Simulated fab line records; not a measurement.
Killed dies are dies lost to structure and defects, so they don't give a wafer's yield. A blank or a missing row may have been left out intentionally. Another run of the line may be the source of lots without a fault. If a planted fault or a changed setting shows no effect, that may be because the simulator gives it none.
Struck lot and sound lot, side by side	flow sky130	37 out of 708 route steps
Sound: wafers L545.3, L545.4, L545.5. The struck wafers were L538.2, L538.5, L538.6. At the end, the cause is stated.
For every step that has rows: the tool of each side, followed by ch and its chambers, followed by its first start. Under that, the readings that differ: sound wafers	struck wafers	difference of the means	sigmas: that difference in standard deviations of wafers without a fault.
alike: a reading whose means differ by less than 2 such deviations, as well as words and numbers matching on both sides. not compared: withheld readings; readings where some wafer has no value; bounds like >300 that might hide an equal value; numbers whose values overlap and for which the record gives no deviation.
Wherever a step has rows on one side only, a row that says differs or no value, or a row with sigmas, the two part there. Non-overlapping numbers with no deviation appear without sigmas and do not part them. Lack of a reading on every wafer of one side parts them only where that side has two or more wafers.

first, 10 steps without rows for these wafers: SKY_DNWELL_DEVELOP_06 (develop time 60 s); SKY_DNWELL_IMPLANT_07; SKY_DNWELL_STRIP_08 (strips in O2/N2); SKY_PWDE_DEHYDRATE_00 (time 60 s); SKY_PWDE_HMDS_01 (prime time 60 s); SKY_PWDE_COAT_02 (resist thk 3000 nm); SKY_PWDE_SOFTBAKE_03; SKY_PWDE_EXPOSE_04 (exposes mask PWDEM, target cd 840 nm); SKY_PWDE_PEB_05; SKY_PWDE_DEVELOP_06 (develop time 60 s).
SKY_PWDE_IMPLANT_08:
  sound on implanter-02 ch 0, day 7 10:04; struck on implanter-03 ch 0, day 5 16:20
reading	sound	struck	difference	sigmas
beam_on_s (s)	10.21 10.21 9.82	14.42 14.43 14.08	+4.23	+21
faraday_current_uA	19.9 19.9 20.8	14.1 14.1 14.4	-6.0	-15
then, 1 step without rows for these wafers: SKY_PWDE_STRIP_09 (strips in O2/N2).
SKY_PWDE_TW_MEAS_10:
  sound: film_metro-04 at day 7 10:17; struck: film_metro-04 at day 5 16:35
reading	sound	struck	difference	sigmas
PWDE_TW	372.6 375.7 375.8	421.3 420.7 420.5	+46.1	+18
then, 22 steps without rows for these wafers: SKY_NWELL_DEHYDRATE_03 (time 60 s); SKY_NWELL_HMDS_04 (prime time 60 s); SKY_NWELL_COAT_05 (resist thk 3000 nm); SKY_NWELL_SOFTBAKE_06; SKY_NWELL_EXPOSE_07 (exposes mask NWM, target cd 840 nm); SKY_NWELL_PEB_08; SKY_NWELL_DEVELOP_09 (develop time 60 s); SKY_NWELL_IMPLANT_11; SKY_NWELL_IMPLANT_12; SKY_NWELL_IMPLANT_13; SKY_NWELL_STRIP_14 (strips in O2/N2); SKY_NWELL_DEHYDRATE_16 (time 60 s); SKY_NWELL_HMDS_17 (prime time 60 s); SKY_NWELL_COAT_18 (resist thk 3000 nm); SKY_NWELL_SOFTBAKE_19; SKY_NWELL_EXPOSE_20 (exposes mask NWM COMPLEMENT, target cd 840 nm); SKY_NWELL_PEB_21; SKY_NWELL_DEVELOP_22 (develop time 60 s); SKY_NWELL_IMPLANT_24; SKY_NWELL_STRIP_25 (strips in O2/N2); SKY_NWELL_CLEAN_27 (cleans in SC1/SC2, time 150 s); SKY_NWELL_RTA_28 (time 30 s).
SKY_NWELL_RS_MEAS_31: a four-point-probe measurement.
  sound: film_metro-02 at day 9 03:58; struck: film_metro-02 at day 7 07:59
reading	sound	struck	difference	sigmas
PWDE_RS (ohm/sq)	5288 5293 5303	4003 4005 4004	-1291	-59
-- the record jumps here: 40 days lie between the struck wafers' starts before and after (it left off in module NWELL and takes up again in module PAD_OPEN, whose first step shown is number 708 of the route) --
SKY_PAD_OPEN_PROBE_99:
  sound: prober-02 at day 49 10:23; struck: prober-02 at day 47 19:15
reading	sound	struck	difference	sigmas
model.etest.res_p_drift_20v.line_ohm_um	1.175e+04 1.184e+04 1.199e+04	8034 7845 7924	-3926	
model.etest.res_p_drift_20v.rs_ohm_sq	9767 9877 9889	6612 6512 6529	-3293	
model.etest.res_pwde_under_gate.rs_ohm_sq	6174 6173 6167	4482 4484 4460	-1696	
  alike: killed_at_M0_to_M3, killed_at_M4_up, killed_at_contacts, killed_at_front_end, killed_at_other, killed_dies, killed_open, killed_short

WHERE THEY PART
At SKY_PWDE_IMPLANT_08 first; at SKY_NWELL_RS_MEAS_31 last (within this record only). Later steps at which nothing parts them and some readings are alike: SKY_PAD_OPEN_PROBE_99.

WHY: the cause the simulator had injected
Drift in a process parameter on implanter-03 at SKY_PWDE_IMPLANT_08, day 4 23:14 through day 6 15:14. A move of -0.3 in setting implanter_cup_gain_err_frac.
